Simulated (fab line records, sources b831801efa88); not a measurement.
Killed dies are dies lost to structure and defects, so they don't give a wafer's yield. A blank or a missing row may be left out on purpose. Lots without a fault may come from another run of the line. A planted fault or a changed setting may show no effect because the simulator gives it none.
Which tool did it? | flow gf180mcu | 12 lots, 34 wafers sampled, at 5 steps of a route of 602

WHAT THE GAUGES READ, wafer by wafer
GF_M1_OVL_MEAS_15.
lot  | measured     | on         | M1_OVL (nm)
L550 | day 17 14:39 | overlay-02 | -13 1 4
L552 | day 17 23:37 | overlay-01 | -4 1 6
L555 | day 19 16:22 | overlay-01 | 2 -11 -4
L556 | day 20 02:18 | overlay-02 | 3 3 -1
L558 | day 20 13:43 | overlay-02 | -7 2 1
L559 | day 21 08:42 | overlay-02 | 10 5 -1
L560 | day 21 15:08 | overlay-02 | -8 -10 8
L561 | day 21 19:31 | overlay-01 | -1 1
L563 | day 22 14:49 | overlay-01 | -7 0
L567 | day 23 17:49 | overlay-02 | 7 7 16
L568 | day 24 04:23 | overlay-01 | -10 1 5
L571 | day 25 01:22 | overlay-02 | 4 0 0

GF_V1_THK_MEAS_03.
lot  | measured     | on            | V1_CVD_02_THK (nm)
L550 | day 17 15:34 | film_metro-02 | 839 837 862
L552 | day 18 00:34 | film_metro-02 | 856 841 854
L555 | day 19 17:27 | film_metro-03 | 860 865 858
L556 | day 20 03:12 | film_metro-04 | 838 839 856
L558 | day 20 14:38 | film_metro-03 | 847 855 860
L559 | day 21 09:37 | film_metro-03 | 826 780 852
L560 | day 21 16:04 | film_metro-04 | 842 844 871
L561 | day 21 20:27 | film_metro-04 | 784 858
L563 | day 22 15:46 | film_metro-03 | 790 871
L567 | day 23 18:44 | film_metro-03 | 851 874 876
L568 | day 24 05:19 | film_metro-03 | 845 867 850
L571 | day 25 02:16 | film_metro-04 | 861 863 874

WHICH TOOL RAN EACH LOT (tool, then ch and the chambers of the sampled wafers, then the start)
lot  | GF_M1_SPUTTER_01             | GF_M1_SPUTTER_04             | GF_V1_CVD_02
L550 | pvd_sputter-02, day 16 14:56 | pvd_sputter-02, day 16 15:01 | pecvd-03 ch 0,1, day 17 15:29
L552 | pvd_sputter-02, day 17 00:55 | pvd_sputter-02, day 17 01:00 | pecvd-04 ch 0,1,2, day 18 00:30
L555 | pvd_sputter-02, day 18 16:04 | pvd_sputter-02, day 18 16:08 | pecvd-03 ch 0,2, day 19 17:21
L556 | pvd_sputter-04, day 19 02:05 | pvd_sputter-04, day 19 02:10 | pecvd-04 ch 0,1, day 20 03:08
L558 | pvd_sputter-04, day 19 13:40 | pvd_sputter-04, day 19 13:44 | pecvd-02 ch 0,1,2, day 20 14:32
L559 | pvd_sputter-02, day 20 08:25 | pvd_sputter-02, day 20 08:30 | pecvd-04 ch 0,1,2, day 21 09:32
L560 | pvd_sputter-02, day 20 14:44 | pvd_sputter-02, day 20 14:49 | pecvd-02 ch 0,1, day 21 15:59
L561 | pvd_sputter-01, day 20 19:28 | pvd_sputter-01, day 20 19:34 | pecvd-04 ch 0,1, day 21 20:23
L563 | pvd_sputter-01, day 21 15:19 | pvd_sputter-01, day 21 15:24 | pecvd-04 ch 0,1, day 22 15:42
L567 | pvd_sputter-01, day 22 18:59 | pvd_sputter-01, day 22 19:04 | pecvd-02 ch 1,2, day 23 18:38
L568 | pvd_sputter-01, day 23 06:08 | pvd_sputter-01, day 23 06:13 | pecvd-02 ch 0,1,2, day 24 05:15
L571 | pvd_sputter-04, day 24 02:59 | pvd_sputter-04, day 24 03:04 | pecvd-02 ch 0,1,2, day 25 02:11
- GF_M1_SPUTTER_01: material TiN, target thk 30 nm, time 25 s.
- GF_M1_SPUTTER_04: material TiN, target thk 50 nm, time 41.7 s.
- GF_V1_CVD_02: deposits SiO2 from TEOS, target thk 850 nm, time 94.851 s.

WHAT THE TOOLS THEMSELVES READ (means of the sampled wafers that have a number; where no wafer has one, the mark that the record gives instead)
GF_M1_SPUTTER_01.
lot  | tool           | throttle_valve_pct (%)
L550 | pvd_sputter-02 | 29.6
L552 | pvd_sputter-02 | 30.1
L555 | pvd_sputter-02 | 29.5
L556 | pvd_sputter-04 | 31.0
L558 | pvd_sputter-04 | 30.6
L559 | pvd_sputter-02 | 30.1
L560 | pvd_sputter-02 | 30.2
L561 | pvd_sputter-01 | 30.4
L563 | pvd_sputter-01 | 31.2
L567 | pvd_sputter-01 | 30.1
L568 | pvd_sputter-01 | 30.4
L571 | pvd_sputter-04 | 30.6

GF_M1_SPUTTER_04.
lot  | tool           | throttle_valve_pct (%)
L550 | pvd_sputter-02 | 29.5
L552 | pvd_sputter-02 | 30.0
L555 | pvd_sputter-02 | 29.5
L556 | pvd_sputter-04 | 30.9
L558 | pvd_sputter-04 | 30.5
L559 | pvd_sputter-02 | 30.1
L560 | pvd_sputter-02 | 30.3
L561 | pvd_sputter-01 | 30.7
L563 | pvd_sputter-01 | 31.3
L567 | pvd_sputter-01 | 30.1
L568 | pvd_sputter-01 | 30.4
L571 | pvd_sputter-04 | 30.8

GF_V1_CVD_02.
lot  | tool     | heater_power_w (W) | run_length_s (s)
L550 | pecvd-03 | 788                | 122.0
L552 | pecvd-04 | 673                | 122.5
L555 | pecvd-03 | 714                | 123.1
L556 | pecvd-04 | 654                | 122.2
L558 | pecvd-02 | 729                | 122.4
L559 | pecvd-04 | 692                | 120.0
L560 | pecvd-02 | 668                | 122.1
L561 | pecvd-04 | 546                | 118.5
L563 | pecvd-04 | 604                | 118.2
L567 | pecvd-02 | 731                | 122.6
L568 | pecvd-02 | 749                | 122.6
L571 | pecvd-02 | 732                | 122.4

THE ANSWER, worked out from the rows above alone
Rule: what is usual is taken from the lots themselves. Put in order of their means at a reading, lots are off if they are a third of the lots or fewer, leave a main group of 4 or more, and stand apart from it by a gap of 3 or more times the standard deviation of the main group's means; of several such gaps the widest counts. A main group whose means are all the same, to the digits that the tables above print for the reading, isn't used. A lot without any number at a reading at which 4 lots or more have one is off too. The other lots that the step has rows for count as sound. The gauges are gone through in route order, then the tools' own readings, and for those a lot's mean is taken as printed above. The first step at which some lot is off is used, and at that step the reading that is off furthest; a lot without a number counts as furthest.
Off: L559, L561, L563, at GF_V1_CVD_02 (run_length_s). The main group: mean 122.4 s, standard deviation 0.31.
A tool fits if, at that step or a process step before it, it ran every lot that is off, and no sound lot after the first of them. One fits: pecvd-04 at GF_V1_CVD_02. Its last sound lot is L556 (day 20 03:08), its first lot that is off L559 (day 21 09:32): a fault that began between those two fits.
The tool's own readings at GF_V1_CVD_02 bear it out: on the lots that are off they differ by more than 5 times the standard deviation of the sound lots' means. run_length_s reads 118.9 s there against 122.4 s on the sound lots.

WHAT THE SIMULATOR HAD PUT IN
Process parameter drift: pecvd-04, from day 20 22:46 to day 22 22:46, at GF_V1_CVD_02. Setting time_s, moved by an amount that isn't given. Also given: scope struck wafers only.
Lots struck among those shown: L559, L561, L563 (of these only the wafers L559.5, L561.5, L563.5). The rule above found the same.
